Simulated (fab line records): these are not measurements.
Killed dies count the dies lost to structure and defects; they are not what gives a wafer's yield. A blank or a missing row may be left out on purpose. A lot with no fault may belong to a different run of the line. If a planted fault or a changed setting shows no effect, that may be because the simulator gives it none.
The tool behind it: which one?	flow sky130	12 lots (36 wafers sampled), 1 step of a 708-step route

## WHAT EACH GAUGE READ, for each wafer
SKY_CAPM_THK_MEAS_01.
lot	measured	on	CAPM_CVD_00_THK (nm)
L075	day 36 07:14	filmMetro-03	15.18 15.20 15.54
L077	day 37 05:05	filmMetro-03	15.19 15.78 15.40
L079	day 38 09:41	filmMetro-04	15.63 15.76 16.05
L081	day 38 12:32	filmMetro-04	15.37 15.29 15.50
L083	day 39 04:47	filmMetro-04	15.63 15.89 15.94
L085	day 39 14:44	filmMetro-01	15.94 15.49 15.72
L087	day 40 07:51	filmMetro-01	15.22 15.41 15.83
L089	day 40 20:41	filmMetro-01	15.60 15.35 15.61
L091	day 41 15:28	filmMetro-01	15.15 15.28 15.47
L093	day 42 09:56	filmMetro-01	15.27 15.36 15.27
L094	day 42 13:46	filmMetro-03	15.91 15.79 15.49
L097	day 43 01:47	filmMetro-03	15.35 15.46 15.48

## WHICH TOOL RAN EACH LOT (tool, then ch and the chambers of the sampled wafers, then the start)
The record shows no process step preceding these readings.

## THE ANSWER, worked out from the rows above alone
Rule: the lots themselves supply what counts as usual. The widest of any qualifying gaps counts: lots, ordered by their means at a reading, are off when they make up no more than a third of the lots, leave a main group of 4 or more, and stand apart from it by 3 or more times the standard deviation of that group's means. The tables above print the reading to a certain number of digits; a main group whose means all agree to those digits is not used. Also off: a lot with no number at a reading for which 4 or more lots have one. Any other lot the step has rows for is counted as sound.
No lot is off at any reading shown: from this, nothing can be told.

## WHAT HAD BEEN PUT IN BY THE SIMULATOR
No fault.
